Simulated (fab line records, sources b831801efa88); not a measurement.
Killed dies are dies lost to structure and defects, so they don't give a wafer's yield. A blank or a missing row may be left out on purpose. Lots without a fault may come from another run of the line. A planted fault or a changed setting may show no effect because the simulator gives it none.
Which tool did it? | flow sfq_line | 14 lots, 42 wafers sampled, at 7 steps of a route of 325

WHAT THE GAUGES READ, wafer by wafer
SFQ_I2_BOW_MEAS_917.
lot  | measured     | on            | I2_BOW (um)
L205 | day 30 17:02 | film_metro-03 | 19 12 20
L206 | day 30 23:05 | film_metro-03 | -20 -14 3
L207 | day 31 09:28 | film_metro-04 | -2 -4 -8
L208 | day 31 18:18 | film_metro-04 | 3 -9 12
L211 | day 33 06:47 | film_metro-03 | 3 14 -10
L212 | day 33 17:49 | film_metro-03 | -9 10 -8
L221 | day 37 16:17 | film_metro-03 | -3 -2 12
L222 | day 37 21:10 | film_metro-03 | -6 -5 -5
L223 | day 38 00:10 | film_metro-02 | 13 11 12
L224 | day 38 03:08 | film_metro-02 | 21 4 17
L225 | day 38 06:07 | film_metro-03 | 3 0 1
L226 | day 38 09:09 | film_metro-02 | 4 -6 -1
L227 | day 38 12:07 | film_metro-03 | -11 -13 -12
L228 | day 40 12:09 | film_metro-04 | -8 -6 -5

SFQ_M3_OVL_MEAS_921.
lot  | measured     | on         | M3_OVL (nm)
L205 | day 37 02:50 | overlay-02 | 3 8 7
L206 | day 37 05:43 | overlay-01 | -1 0 -4
L207 | day 37 15:02 | overlay-02 | 0 0 -4
L208 | day 37 18:55 | overlay-01 | 9 1 1
L211 | day 39 02:08 | overlay-02 | - - -
L212 | day 39 11:43 | overlay-01 | - - -
L221 | day 43 03:53 | overlay-01 | 9 7 3
L222 | day 43 07:29 | overlay-01 | 3 8 0
L223 | day 43 11:06 | overlay-01 | 7 9 4
L224 | day 43 12:18 | overlay-01 | -4 -1 2
L225 | day 43 15:54 | overlay-01 | 1 -3 1
L226 | day 43 23:19 | overlay-02 | 10 11 14
L227 | day 44 04:08 | overlay-01 | -2 4 1
L228 | day 45 16:07 | overlay-01 | -4 0 -2

WHICH TOOL RAN EACH LOT (tool, then ch and the chambers of the sampled wafers, then the start)
lot  | SFQ_TRILAYER_L0_BARC_OPEN_METAL_ETCH_010 | SFQ_TRILAYER_L0_ETCH_METAL_ETCH_008 | SFQ_TRILAYER_L0_VIA_LITHO_EXPOSE_014 | SFQ_TRILAYER_L0_VIA_ETCH_VIA_ETCH_016 | SFQ_TRILAYER_M2_DEP_SPUTTER_055
L205 | rie_metal-02 ch 0,1, day 2 10:29         | rie_metal-02 ch 0,1, day 2 10:32    | krf_scanner-02 ch 0, day 5 03:24     | rie_diel-02 ch 0,1,2, day 5 04:47     | pvd_sputter-04, day 23 19:19
L206 | rie_metal-02 ch 0,1, day 2 12:53         | rie_metal-02 ch 0,1, day 2 12:56    | krf_scanner-02 ch 0, day 5 05:36     | rie_diel-03 ch 0,2,3, day 5 07:11     | pvd_sputter-06, day 24 01:17
L207 | rie_metal-03 ch 0,1, day 2 14:05         | rie_metal-03 ch 0,1, day 2 14:08    | krf_scanner-02 ch 0, day 5 08:00     | rie_diel-04 ch 0,1,3, day 5 09:35     | pvd_sputter-06, day 24 10:53
L208 | rie_metal-03 ch 0,1, day 2 16:29         | rie_metal-03 ch 0,1, day 2 16:32    | krf_scanner-02 ch 0, day 5 11:36     | rie_diel-04 ch 1,2, day 5 13:11       | pvd_sputter-06, day 24 21:41
L211 | rie_metal-02 ch 0,1, day 2 21:17         | rie_metal-02 ch 0,1, day 2 21:20    | krf_scanner-02, day 5 19:00          | rie_diel-04 ch 0,3, day 5 20:23       | pvd_sputter-06, day 25 22:53
L212 | rie_metal-02 ch 1, day 3 15:24           | rie_metal-02 ch 1, day 3 15:28      | krf_scanner-01, day 6 02:24          | rie_diel-03 ch 0,2, day 6 03:47       | pvd_sputter-06, day 26 15:41
L221 | rie_metal-02 ch 0, day 6 23:54           | rie_metal-02 ch 0, day 6 23:58      | krf_scanner-01 ch 0, day 11 08:17    | rie_diel-03 ch 0,1, day 11 09:41      | pvd_sputter-03, day 30 18:48
L222 | rie_metal-02 ch 0,1, day 7 07:12         | rie_metal-02 ch 0,1, day 7 07:16    | krf_scanner-01 ch 0, day 11 14:17    | rie_diel-03 ch 0,1,3, day 11 15:40    | pvd_sputter-04, day 30 21:12
L223 | rie_metal-03 ch 0,1, day 7 16:42         | rie_metal-03 ch 0,1, day 7 16:46    | krf_scanner-01 ch 0, day 12 01:05    | rie_diel-03 ch 1,3, day 12 02:28      | pvd_sputter-06, day 30 23:36
L224 | rie_metal-02 ch 0,1, day 8 04:43         | rie_metal-02 ch 0,1, day 8 04:47    | krf_scanner-01 ch 0, day 12 14:29    | rie_diel-04 ch 0,2,3, day 12 15:40    | pvd_sputter-03, day 31 03:12
L225 | rie_metal-03 ch 0,1, day 8 14:26         | rie_metal-03 ch 0,1, day 8 14:29    | krf_scanner-01 ch 0, day 12 23:53    | rie_diel-02 ch 0,2,3, day 13 01:23    | pvd_sputter-06, day 31 04:24
L226 | rie_metal-03 ch 0,1, day 9 00:02         | rie_metal-03 ch 0,1, day 9 00:05    | krf_scanner-02 ch 0, day 13 12:35    | rie_diel-04 ch 0,2, day 13 14:10      | pvd_sputter-04, day 31 08:00
L227 | rie_metal-04 ch 0, day 9 09:38           | rie_metal-04 ch 0, day 9 09:41      | krf_scanner-02 ch 0, day 13 19:59    | rie_diel-04 ch 0,1,2, day 13 21:22    | pvd_sputter-03, day 31 10:23
L228 | rie_metal-03 ch 0,1, day 9 21:38         | rie_metal-03 ch 0,1, day 9 21:41    | krf_scanner-01 ch 0, day 14 08:51    | rie_diel-02 ch 0,2, day 14 10:26      | pvd_sputter-04, day 33 23:45
- SFQ_TRILAYER_L0_BARC_OPEN_METAL_ETCH_010: etches BARC in O2, target depth 125 nm, time 41.7 s.
- SFQ_TRILAYER_L0_ETCH_METAL_ETCH_008: etches MoNx KI in SF6/O2, stops on SiO2, target depth 50 nm, time 25 s.
- SFQ_TRILAYER_L0_VIA_LITHO_EXPOSE_014: exposes mask L0V, target cd 700 nm.
- SFQ_TRILAYER_L0_VIA_ETCH_VIA_ETCH_016: etches SiO2 in CHF3, stops on MoNx KI, target depth 80 nm.
- SFQ_TRILAYER_M2_DEP_SPUTTER_055: material Nb, target thk 200 nm, time 133.3 s.

WHAT THE TOOLS THEMSELVES READ (means of the sampled wafers that have a number; where no wafer has one, the mark that the record gives instead)
SFQ_TRILAYER_L0_BARC_OPEN_METAL_ETCH_010.
lot  | tool         | bias_w (W) | chamber_pressure_mTorr (mTorr) | drypump_motor_current_A (A) | oes_product_au (a.u.)
L205 | rie_metal-02 | 80.20      | 9.992                          | 5.1                         | 0.682
L206 | rie_metal-02 | 80.00      | 9.995                          | 5.1                         | 0.688
L207 | rie_metal-03 | 80.05      | 9.998                          | 5.4                         | 0.688
L208 | rie_metal-03 | 80.00      | 10.002                         | 5.4                         | 0.679
L211 | rie_metal-02 | -          | -                              | -                           | -
L212 | rie_metal-02 | -          | -                              | -                           | -
L221 | rie_metal-02 | 80.27      | 10.004                         | 5.7                         | 0.683
L222 | rie_metal-02 | 80.26      | 9.997                          | 5.4                         | 0.687
L223 | rie_metal-03 | 80.12      | 10.007                         | 5.3                         | 0.687
L224 | rie_metal-02 | 79.86      | 10.001                         | 5.4                         | 0.685
L225 | rie_metal-03 | 79.85      | 9.994                          | 5.8                         | 0.682
L226 | rie_metal-03 | 79.86      | 9.992                          | 5.4                         | 0.689
L227 | rie_metal-04 | 79.82      | 10.001                         | 5.4                         | 0.684
L228 | rie_metal-03 | 80.16      | 10.009                         | 5.8                         | 0.689

SFQ_TRILAYER_L0_ETCH_METAL_ETCH_008.
lot  | tool         | bias_w (W) | chamber_pressure_mTorr (mTorr) | drypump_motor_current_A (A) | oes_product_au (a.u.)
L205 | rie_metal-02 | 79.94      | 9.999                          | 5.2                         | 0.875
L206 | rie_metal-02 | 79.98      | 9.997                          | 5.2                         | 0.872
L207 | rie_metal-03 | 80.02      | 10.005                         | 5.4                         | 0.873
L208 | rie_metal-03 | 79.93      | 10.005                         | 5.4                         | 0.885
L211 | rie_metal-02 | 79.97      | 10.001                         | 5.1                         | 0.375
L212 | rie_metal-02 | 80.04      | 10.005                         | 4.8                         | 0.377
L221 | rie_metal-02 | 80.21      | 10.002                         | 5.7                         | 0.870
L222 | rie_metal-02 | 80.10      | 10.000                         | 5.4                         | 0.879
L223 | rie_metal-03 | 80.13      | 10.002                         | 5.4                         | 0.881
L224 | rie_metal-02 | 80.01      | 10.001                         | 5.4                         | 0.870
L225 | rie_metal-03 | 80.19      | 10.003                         | 5.8                         | 0.886
L226 | rie_metal-03 | 80.18      | 10.009                         | 5.4                         | 0.881
L227 | rie_metal-04 | 80.19      | 10.009                         | 5.4                         | 0.863
L228 | rie_metal-03 | 80.05      | 10.004                         | 5.8                         | 0.880

SFQ_TRILAYER_L0_VIA_LITHO_EXPOSE_014.
lot  | tool           | exposure_dose_mJ_cm2 | focus_offset_nm (nm)
L205 | krf_scanner-02 | 21.320               | -0.8
L206 | krf_scanner-02 | 21.304               | 0.3
L207 | krf_scanner-02 | 21.290               | 0.0
L208 | krf_scanner-02 | 21.285               | 0.0
L211 | krf_scanner-02 | -                    | -
L212 | krf_scanner-01 | -                    | -
L221 | krf_scanner-01 | 21.313               | 0.3
L222 | krf_scanner-01 | 21.307               | -0.0
L223 | krf_scanner-01 | 21.335               | -0.3
L224 | krf_scanner-01 | 21.281               | -0.7
L225 | krf_scanner-01 | 21.272               | 0.6
L226 | krf_scanner-02 | 21.284               | 0.2
L227 | krf_scanner-02 | 21.281               | -0.2
L228 | krf_scanner-01 | 21.284               | -0.5

SFQ_TRILAYER_L0_VIA_ETCH_VIA_ETCH_016.
lot  | tool        | bias_w (W) | chamber_pressure_mTorr (mTorr) | drypump_motor_current_A (A) | oes_product_au (a.u.)
L205 | rie_diel-02 | 79.65      | 30.015                         | 5.7                         | 0.837
L206 | rie_diel-03 | 80.14      | 29.997                         | 5.9                         | 0.840
L207 | rie_diel-04 | 80.01      | 30.010                         | 5.8                         | 0.844
L208 | rie_diel-04 | 80.11      | 30.000                         | 5.9                         | 0.843
L211 | rie_diel-04 | 79.90      | 30.006                         | 5.5                         | 0.375
L212 | rie_diel-03 | 79.78      | 29.999                         | 5.8                         | 0.374
L221 | rie_diel-03 | 80.19      | 30.002                         | 6.3                         | 0.843
L222 | rie_diel-03 | 79.71      | 30.000                         | 6.1                         | 0.847
L223 | rie_diel-03 | 80.26      | 29.997                         | 5.9                         | 0.839
L224 | rie_diel-04 | 80.19      | 30.011                         | 5.8                         | 0.841
L225 | rie_diel-02 | 80.03      | 30.043                         | 5.9                         | 0.842
L226 | rie_diel-04 | 80.12      | 30.023                         | 6.0                         | 0.837
L227 | rie_diel-04 | 80.12      | 29.996                         | 6.0                         | 0.841
L228 | rie_diel-02 | 79.76      | 29.986                         | 5.6                         | 0.840

SFQ_TRILAYER_M2_DEP_SPUTTER_055.
lot  | tool           | base_pressure_pa (Pa) | throttle_valve_pct (%)
L205 | pvd_sputter-04 | 1.31e-06              | 31.2
L206 | pvd_sputter-06 | 1.32e-06              | 30.2
L207 | pvd_sputter-06 | 1.33e-06              | 30.3
L208 | pvd_sputter-06 | 1.34e-06              | 29.3
L211 | pvd_sputter-06 | 1.32e-06              | 30.4
L212 | pvd_sputter-06 | 1.37e-06              | 29.3
L221 | pvd_sputter-03 | 1.31e-06              | 29.4
L222 | pvd_sputter-04 | 1.43e-06              | 30.7
L223 | pvd_sputter-06 | 1.36e-06              | 29.3
L224 | pvd_sputter-03 | 1.35e-06              | 29.4
L225 | pvd_sputter-06 | 1.25e-06              | 30.9
L226 | pvd_sputter-04 | 1.27e-06              | 31.2
L227 | pvd_sputter-03 | 1.26e-06              | 29.2
L228 | pvd_sputter-04 | 1.28e-06              | 30.6

THE ANSWER, worked out from the rows above alone
Rule: what is usual is taken from the lots themselves. Put in order of their means at a reading, lots are off if they are a third of the lots or fewer, leave a main group of 4 or more, and stand apart from it by a gap of 3 or more times the standard deviation of the main group's means; of several such gaps the widest counts. A main group whose means are all the same, to the digits that the tables above print for the reading, isn't used. A lot without any number at a reading at which 4 lots or more have one is off too. The other lots that the step has rows for count as sound. The gauges are gone through in route order, then the tools' own readings, and for those a lot's mean is taken as printed above. The first step at which some lot is off is used, and at that step the reading that is off furthest; a lot without a number counts as furthest.
Off: L211, L212, at SFQ_M3_OVL_MEAS_921 (M3_OVL). Without a number there: L211, L212. The main group: mean 3 nm, standard deviation 4.1.
A tool fits if, at a process step before that reading, it ran every lot that is off, and no sound lot after the first of them. The gauges at SFQ_M3_OVL_MEAS_921 aren't tried: what is off there is off at SFQ_TRILAYER_L0_BARC_OPEN_METAL_ETCH_010 too, on other tools, and a gauge's error can't cause that. None of those tried fits.

WHAT THE SIMULATOR HAD PUT IN
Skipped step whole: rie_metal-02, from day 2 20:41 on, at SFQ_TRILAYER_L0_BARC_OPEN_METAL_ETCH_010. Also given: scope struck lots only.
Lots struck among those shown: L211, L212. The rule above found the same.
